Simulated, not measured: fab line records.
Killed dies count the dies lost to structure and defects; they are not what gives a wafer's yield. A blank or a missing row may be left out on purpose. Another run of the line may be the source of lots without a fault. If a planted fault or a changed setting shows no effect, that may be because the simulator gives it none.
Which tool did it? | flow gf180mcu | 39 wafers from 13 lots sampled at 6 of the route's 602 steps

== WHAT EACH GAUGE READ, for each wafer ==
GF_HV_LDD_OVL_MEAS_47. Usual: HV_LDD_03_OVL 0.9 nm, standard deviation 1.3.
lot  | measured     | on         | HV_LDD_03_OVL (nm) | flag
L450 | day 12 11:10 | overlay-01 | 2.8 2.5 1.1        |
L452 | day 12 22:58 | overlay-01 | 2.8 1.2 3.4        |
L455 | day 14 04:55 | overlay-02 | -1.3 0.7 -1.6      |
L456 | day 14 09:34 | overlay-02 | 1.3 1.8 2.0        |
L457 | day 14 22:19 | overlay-01 | 2.8 2.9 2.5        |
L458 | day 15 07:16 | overlay-01 | 0.8 0.9 -0.9       |
L466 | day 17 20:30 | overlay-02 | 0.1 0.9 -0.1       |
L467 | day 18 02:42 | overlay-01 | 0.0 -0.8 1.0       |
L468 | day 18 10:13 | overlay-02 | 2.1 1.3 1.1        |
L469 | day 18 19:21 | overlay-02 | 0.4 2.6 1.0        |
L470 | day 19 02:02 | overlay-02 | 0.4 3.0 0.7        |
L471 | day 19 13:51 | overlay-01 | 1.8 1.9 2.2        |
L472 | day 19 17:45 | overlay-01 | 0.4 0.6 2.0        |

GF_HV_LDD_TW_MEAS_50. Usual: HV_LDD_4_TW 573, standard deviation 4.8.
lot  | measured     | on            | HV_LDD_4_TW | flag
L450 | day 12 11:27 | film_metro-01 | 582 582 581 |
L452 | day 12 23:16 | film_metro-01 | 582 580 582 |
L455 | day 14 05:12 | film_metro-02 | 570 568 569 |
L456 | day 14 09:51 | film_metro-03 | 576 580 579 |
L457 | day 14 22:36 | film_metro-03 | 575 578 577 |
L458 | day 15 07:33 | film_metro-01 | 580 584 580 |
L466 | day 17 20:47 | film_metro-01 | 572 568 572 |
L467 | day 18 02:59 | film_metro-02 | 568 569 570 |
L468 | day 18 10:31 | film_metro-03 | 577 576 579 |
L469 | day 18 19:38 | film_metro-02 | 568 566 568 |
L470 | day 19 02:20 | film_metro-02 | 568 569 569 |
L471 | day 19 14:08 | film_metro-01 | 570 570 572 |
L472 | day 19 18:02 | film_metro-01 | 571 573 570 |

GF_PSD_RS_MEAS_14: the measuring method here is four-point-probe. Usual: NSD_RS 46.11 ohm/sq, standard deviation 0.093.
lot  | measured     | on            | NSD_RS (ohm/sq)   | flag
L450 | day 14 08:31 | film_metro-04 | 46.22 46.29 46.14 |
L452 | day 14 21:11 | film_metro-03 | 46.07 46.03 46.12 |
L455 | day 16 03:16 | film_metro-04 | 46.19 46.18 46.27 |
L456 | day 16 08:06 | film_metro-03 | 46.13 46.00 46.01 |
L457 | day 16 22:11 | film_metro-03 | 45.96 45.89 46.03 |
L458 | day 17 08:12 | film_metro-01 | 46.00 46.23 46.11 |
L466 | day 19 23:58 | film_metro-04 | 42.29 42.36 42.29 | OFF
L467 | day 20 07:17 | film_metro-01 | 46.07 46.10 46.08 |
L468 | day 20 15:07 | film_metro-03 | 42.51 42.40 42.48 | OFF
L469 | day 21 00:14 | film_metro-03 | 46.03 46.08 46.11 |
L470 | day 21 06:41 | film_metro-03 | 46.09 46.02 46.11 |
L471 | day 21 18:07 | film_metro-04 | 46.10 46.26 46.18 |
L472 | day 21 21:53 | film_metro-01 | 46.11 46.19 46.17 |

GF_PSD_RS_MEAS_15: the measuring method here is four-point-probe. Usual: PSD_RS 108.57 ohm/sq, standard deviation 0.29.
lot  | measured     | on            | PSD_RS (ohm/sq)      | flag
L450 | day 14 08:38 | film_metro-04 | 108.91 109.31 108.92 |
L452 | day 14 21:18 | film_metro-03 | 108.28 108.29 108.44 |
L455 | day 16 03:23 | film_metro-04 | 108.69 108.98 108.86 |
L456 | day 16 08:13 | film_metro-03 | 108.22 107.87 107.95 |
L457 | day 16 22:19 | film_metro-03 | 108.13 108.11 108.14 |
L458 | day 17 08:19 | film_metro-01 | 108.50 108.66 108.71 |
L466 | day 20 00:05 | film_metro-04 | 98.17 98.29 98.14    | OFF
L467 | day 20 07:24 | film_metro-01 | 108.70 108.31 108.70 |
L468 | day 20 15:14 | film_metro-03 | 98.10 97.70 97.88    | OFF
L469 | day 21 00:21 | film_metro-03 | 108.75 108.28 108.46 |
L470 | day 21 06:48 | film_metro-03 | 108.11 108.24 108.55 |
L471 | day 21 18:14 | film_metro-04 | 108.49 108.29 108.67 |
L472 | day 21 22:01 | film_metro-01 | 108.64 108.75 108.83 |

== WHAT TOOL EACH LOT RAN ON (gives the tool, then ch and the chambers of the sampled wafers, and finally the start) ==
lot  | GF_HV_LDD_STRIP_49                   | GF_PSD_RTA_13
L450 | plasma_asher-03 ch 0,1, day 12 11:21 | rtp_anneal-01 ch 0, day 14 08:26
L452 | plasma_asher-01 ch 0,1, day 12 23:09 | rtp_anneal-01 ch 0, day 14 21:05
L455 | plasma_asher-03 ch 0,1, day 14 05:06 | rtp_anneal-02 ch 0, day 16 03:11
L456 | plasma_asher-02 ch 0,1, day 14 09:45 | rtp_anneal-01 ch 0, day 16 08:01
L457 | plasma_asher-03 ch 0,1, day 14 22:30 | rtp_anneal-01 ch 0, day 16 22:07
L458 | plasma_asher-03 ch 0,1, day 15 07:27 | rtp_anneal-02 ch 0, day 17 08:07
L466 | plasma_asher-03 ch 0,1, day 17 20:41 | rtp_anneal-01 ch 0, day 19 23:53
L467 | plasma_asher-01 ch 0,1, day 18 02:54 | rtp_anneal-02 ch 0, day 20 07:11
L468 | plasma_asher-01 ch 0,1, day 18 10:24 | rtp_anneal-01 ch 0, day 20 15:01
L469 | plasma_asher-03 ch 0,1, day 18 19:32 | rtp_anneal-02 ch 0, day 21 00:08
L470 | plasma_asher-03 ch 0,1, day 19 02:13 | rtp_anneal-02 ch 0, day 21 06:35
L471 | plasma_asher-03 ch 0,1, day 19 14:02 | rtp_anneal-02 ch 0, day 21 18:01
L472 | plasma_asher-02 ch 0,1, day 19 17:56 | rtp_anneal-02 ch 0, day 21 21:49
- GF_HV_LDD_STRIP_49: strips in O2/N2.
- GF_PSD_RTA_13: time 20 s.

== WHAT THE TOOLS THEMSELVES READ (means of the sampled wafers that have a number; where no wafer has one, the mark that the record gives instead) ==
GF_HV_LDD_STRIP_49. Usual: drypump_motor_current_A 5.9 A, standard deviation 0.41; heater_power_w 322 W, standard deviation 30; oes_product_au 0.716 a.u., standard deviation 0.0047; strip_time_to_endpoint_s 12.61 s, standard deviation 0.03.
lot  | tool            | drypump_motor_current_A (A) | heater_power_w (W) | oes_product_au (a.u.) | strip_time_to_endpoint_s (s) | flag
L450 | plasma_asher-03 | 6.0                         | 308                | 0.720                 | 12.60                        |
L452 | plasma_asher-01 | 6.1                         | 311                | 0.715                 | 12.60                        |
L455 | plasma_asher-03 | 6.0                         | 310                | 0.717                 | 12.59                        |
L456 | plasma_asher-02 | 5.7                         | 339                | 0.719                 | 12.61                        |
L457 | plasma_asher-03 | 5.9                         | 299                | 0.714                 | 12.60                        |
L458 | plasma_asher-03 | 6.0                         | 306                | 0.718                 | 12.60                        |
L466 | plasma_asher-03 | 6.0                         | 308                | 0.715                 | 12.62                        |
L467 | plasma_asher-01 | 6.5                         | 331                | 0.718                 | 12.62                        |
L468 | plasma_asher-01 | 6.5                         | 334                | 0.715                 | 12.66                        |
L469 | plasma_asher-03 | 6.0                         | 305                | 0.718                 | 12.61                        |
L470 | plasma_asher-03 | 6.0                         | 306                | 0.717                 | 12.62                        |
L471 | plasma_asher-03 | 6.0                         | 304                | 0.714                 | 12.62                        |
L472 | plasma_asher-02 | 5.7                         | 345                | 0.713                 | 12.56                        |

GF_PSD_RTA_13. Usual: lamp_power_pct 38 %, standard deviation 3.6; wafer_temp_C_max 1030.1, standard deviation 1.4.
lot  | tool          | lamp_power_pct (%) | wafer_temp_C_max | flag
L450 | rtp_anneal-01 | 34                 | 1032.0           |
L452 | rtp_anneal-01 | 34                 | 1030.4           |
L455 | rtp_anneal-02 | 42                 | 1028.6           |
L456 | rtp_anneal-01 | 34                 | 1032.0           |
L457 | rtp_anneal-01 | 34                 | 1030.0           |
L458 | rtp_anneal-02 | 42                 | 1029.1           |
L466 | rtp_anneal-01 | 37                 | 1056.3           | OFF
L467 | rtp_anneal-02 | 42                 | 1028.4           |
L468 | rtp_anneal-01 | 37                 | 1056.9           | OFF
L469 | rtp_anneal-02 | 42                 | 1030.1           |
L470 | rtp_anneal-02 | 42                 | 1028.5           |
L471 | rtp_anneal-02 | 42                 | 1029.3           |
L472 | rtp_anneal-02 | 42                 | 1029.5           |

== THE ANSWER, worked out from the rows above alone ==
Rule: lot off if the mean of its wafers having a number is beyond 3 standard deviations from the usual mean. A lot without any number at a reading at which 4 lots or more have one is off too. All remaining lots with rows at the step are treated as sound. First the gauges in route order, then the tools' own readings, where a lot's mean is used as printed above. At the first step where some lot is off, the reading lying furthest off is the one used; lots without a number count as furthest.
Off: L466, L468, seen at GF_PSD_RS_MEAS_14 (NSD_RS).
If a tool, at a process step before that reading, ran all the lots that are off and no sound lot after the first of them, it fits. The gauges at GF_PSD_RS_MEAS_14 aren't tried: what is off there is off at GF_PSD_RTA_13 too, on other tools, and a gauge's error can't cause that. One fits: rtp_anneal-01 at GF_PSD_RTA_13. A fault onset in the window from L457 (day 16 22:07, its last sound lot) to L466 (day 19 23:53, its first lot off) fits.
On the lots that are off, the tool's own readings at GF_PSD_RTA_13 differ by more than 5 times the standard deviation of the sound lots' means, which bears it out; wafer_temp_C_max reads 1056.6 there versus 1029.8 on the sound lots.

== WHAT THE SIMULATOR PUT IN ==
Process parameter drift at GF_PSD_RTA_13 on rtp_anneal-01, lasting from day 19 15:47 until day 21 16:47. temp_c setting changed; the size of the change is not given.
Lots struck among those shown: L466, L468. The rule above found the same.
